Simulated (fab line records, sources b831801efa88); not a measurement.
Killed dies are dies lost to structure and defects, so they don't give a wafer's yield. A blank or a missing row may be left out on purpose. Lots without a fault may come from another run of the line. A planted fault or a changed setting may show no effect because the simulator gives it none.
Which tool did it? | flow sky130 | 24 lots, 72 wafers sampled, at 1 step of a route of 708

WHAT THE GAUGES READ, wafer by wafer
SKY_PWDE_OVL_MEAS_07.
lot  | measured    | on         | PWDE_OVL (nm)
L074 | day 3 19:25 | overlay-02 | 0.8 -0.1 1.7
L075 | day 4 00:10 | overlay-02 | -1.1 -1.8 0.2
L076 | day 4 07:22 | overlay-02 | 1.2 -0.9 3.0
L077 | day 4 10:50 | overlay-01 | -2.3 -1.7 0.0
L078 | day 4 21:35 | overlay-02 | -0.2 0.6 -0.6
L079 | day 5 09:35 | overlay-02 | -1.3 1.0 -0.6
L080 | day 5 15:43 | overlay-01 | 0.4 1.4 0.0
L081 | day 5 15:47 | overlay-01 | -0.1 -0.2 -1.8
L082 | day 6 01:38 | overlay-02 | -2.0 -1.3 -1.5
L083 | day 6 08:04 | overlay-01 | 1.5 1.1 0.7
L085 | day 6 18:14 | overlay-02 | -2.2 -1.0 -0.7
L084 | day 6 18:44 | overlay-02 | -1.7 0.5 1.2
L086 | day 7 07:13 | overlay-01 | 0.2 -2.3 -1.9
L087 | day 7 07:34 | overlay-02 | 1.3 -2.0 -0.7
L088 | day 7 12:34 | overlay-01 | -0.5 -0.4 -0.6
L090 | day 7 14:01 | overlay-01 | 0.9 -1.4 -2.0
L089 | day 7 14:32 | overlay-01 | -1.0 0.0 -0.7
L091 | day 7 21:11 | overlay-02 | 0.9 -0.7 0.1
L093 | day 8 09:38 | overlay-01 | -0.8 -0.9 -0.9
L092 | day 8 09:43 | overlay-02 | 0.5 4.0 3.7
L094 | day 8 15:14 | overlay-02 | 0.9 -1.3 0.1
L095 | day 8 16:23 | overlay-02 | -0.5 1.0 0.6
L096 | day 8 22:35 | overlay-02 | 1.2 1.4 2.5
L097 | day 9 04:40 | overlay-01 | 2.4 0.5 1.9

WHICH TOOL RAN EACH LOT (tool, then ch and the chambers of the sampled wafers, then the start)
The record holds no process step before these readings.

WHAT THE TOOLS THEMSELVES READ (means of the sampled wafers that have a number; where no wafer has one, the mark that the record gives instead)
The record holds no such reading with a usual standard deviation.

THE ANSWER, worked out from the rows above alone
Rule: what is usual is taken from the lots themselves. Put in order of their means at a reading, lots are off if they are a third of the lots or fewer, leave a main group of 4 or more, and stand apart from it by a gap of 3 or more times the standard deviation of the main group's means; of several such gaps the widest counts. A main group whose means are all the same, to the digits that the tables above print for the reading, isn't used. A lot without any number at a reading at which 4 lots or more have one is off too. The other lots that the step has rows for count as sound. The gauges are gone through in route order, then the tools' own readings, and for those a lot's mean is taken as printed above. The first step at which some lot is off is used, and at that step the reading that is off furthest; a lot without a number counts as furthest.
No lot is off at any reading shown: from this, nothing can be told.

WHAT THE SIMULATOR HAD PUT IN
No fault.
